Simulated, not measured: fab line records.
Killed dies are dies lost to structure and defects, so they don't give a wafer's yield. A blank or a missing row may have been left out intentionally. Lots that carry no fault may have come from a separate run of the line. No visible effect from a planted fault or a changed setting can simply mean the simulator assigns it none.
A struck lot beside a sound one | flow sky130 | 17 steps out of a route of 708
Sound: the wafers L135.1, L135.4, L135.6. Wafers struck: L140.2, L140.3, L140.4. The cause comes at the end.
Each step with rows lists, per side, the tool, then ch with its chambers, then its first start. Under that, the readings that differ: sound wafers | struck wafers | difference of the means | sigmas: that difference in standard deviations of wafers without a fault.
alike: readings with means less than 2 such deviations apart, plus words and numbers identical on both sides. not compared: withheld readings, readings lacking a value on some wafer, bounds such as >300 that could conceal the same value, and numbers that have no deviation in the record and whose values overlap.
The two part at a step that has a row with sigmas, a row that says differs or no value, or rows on one side only. When numbers do not overlap yet have no deviation, they are printed without sigmas and do not part them. A reading that every wafer of one side lacks parts them only if that side has two wafers or more.

first, 3 steps without rows for these wafers: SKY_VIA3_EXPOSE_09 (exposes mask VIM3, target cd 200 nm); SKY_VIA3_PEB_10; SKY_VIA3_DEVELOP_11 (develop time 60 s).
SKY_VIA3_CD_MEAS_12 targets a cd of 200 nm.
  sound on cd-sem-02 at day 42 08:31; struck on cd-sem-01 at day 43 13:35
  alike: cd-nm
SKY_VIA3_OVL_MEAS_13:
  sound on overlay-02 at day 42 08:38; struck on overlay-01 at day 43 13:41
  alike: VIA3_OVL
SKY_VIA3_ETCH_14: etches BARC in N2/H2, stops on SiO2, time 45.9 s, target depth 60 nm.
  sound on rie-diel-03 ch 1,2, day 42 08:40; struck on rie-diel-02 ch 2,3, day 43 13:43
  reading                     | sound       | struck      | difference | sigmas
  drypump-motor-current-A (A) | 5.5 5.3 5.3 | 6.0 6.3 6.4 | +0.9       | +2
  alike: bias-w, oes-product-au, throttle-valve-pct
  not compared: rf-hours-counter-h
SKY_VIA3_ETCH_15: etches SiO2 in C4F8/O2/Ar, stops on TiN, target depth 507 nm, time 78 s.
  sound on rie-diel-03 ch 1,2, day 42 08:43; struck on rie-diel-02 ch 2,3, day 43 13:46
  alike: bias-w, oes-product-au
SKY_VIA3_STRIP_16: strips in O2/N2.
  sound on plasma-asher-03 ch 0,1, day 42 08:47; struck on plasma-asher-03 ch 0,1, day 43 13:50
  alike: drypump-motor-current-A, oes-product-au, strip-time-to-endpoint-s
  not compared: rf-hours-counter-h
then, 3 steps without rows for these wafers: SKY_VIA3_STRIP_17 (strips in post etch residue remover, time 1200 s); SKY_VIA3_CLEAN_18 (cleans in IPA, time 180 s); SKY_VIA3_CLEAN_19 (cleans in O3/DIW).
SKY_VIA3_SPUTTER_20: material TiN, target thk 20 nm, time 80 s.
  sound on pvd-sputter-04 at day 42 09:22; struck on pvd-sputter-03 at day 43 14:46
  alike: chamber-pressure-pa, throttle-valve-pct
SKY_VIA3_CVD_21: deposits W, target thk 390 nm, time 117.31 s.
  sound on cvd-w-01 ch 0,1, day 42 09:26; struck on cvd-w-01 ch 0,1, day 43 14:50
  no value came back on the struck wafers for chamber-pressure-Torr (Torr), heater-power-outer-w (W), heater-power-w (W), susceptor-temp-C (C); on the sound wafers chamber-pressure-Torr (Torr) reads 40.00 40.02 39.96
SKY_VIA3_RS_MEAS_22: a four-point-probe measurement.
  sound on film-metro-03 at day 42 09:33; struck on film-metro-03 at day 43 14:58
  reading            | sound             | struck               | difference | sigmas
  VIA3_W_RS (ohm/sq) | 0.292 0.296 0.292 | 56.478 56.137 56.350 | +56.028    | +99 or more
SKY_VIA3_THK_MEAS_23: measures by xrf.
  sound on film-metro-03 at day 42 09:40; struck on film-metro-03 at day 43 15:05
  not compared: VIA3_W_THK
SKY_VIA3_CMP_24: polishes, stops on SiO2, t overpolish 20 s, target thk 0 nm.
  sound on cmp-02 ch 0,2,3, day 42 09:44; struck on cmp-02 ch 0,1,2, day 43 15:08
  reading                | sound     | struck | difference | sigmas
  time-to-endpoint-s (s) | 91 91 101 | 4 5 6  | -89        | -25
  alike: motor-current-A
-- the record jumps here: 5 days lie between the struck wafers' starts before and after (it left off in module VIA3 and takes up again in module PAD_OPEN, whose first step shown is number 708 of the route) --
SKY_PAD_OPEN_PROBE_99:
  rows exist in the record for the struck wafers here (prober-02, day 49 00:14), but not for the sound ones

== WHERE THEY PART ==
Last at SKY_PAD_OPEN_PROBE_99 as far as this record goes, first at SKY_VIA3_ETCH_14.

WHY: what had been put in by the simulator
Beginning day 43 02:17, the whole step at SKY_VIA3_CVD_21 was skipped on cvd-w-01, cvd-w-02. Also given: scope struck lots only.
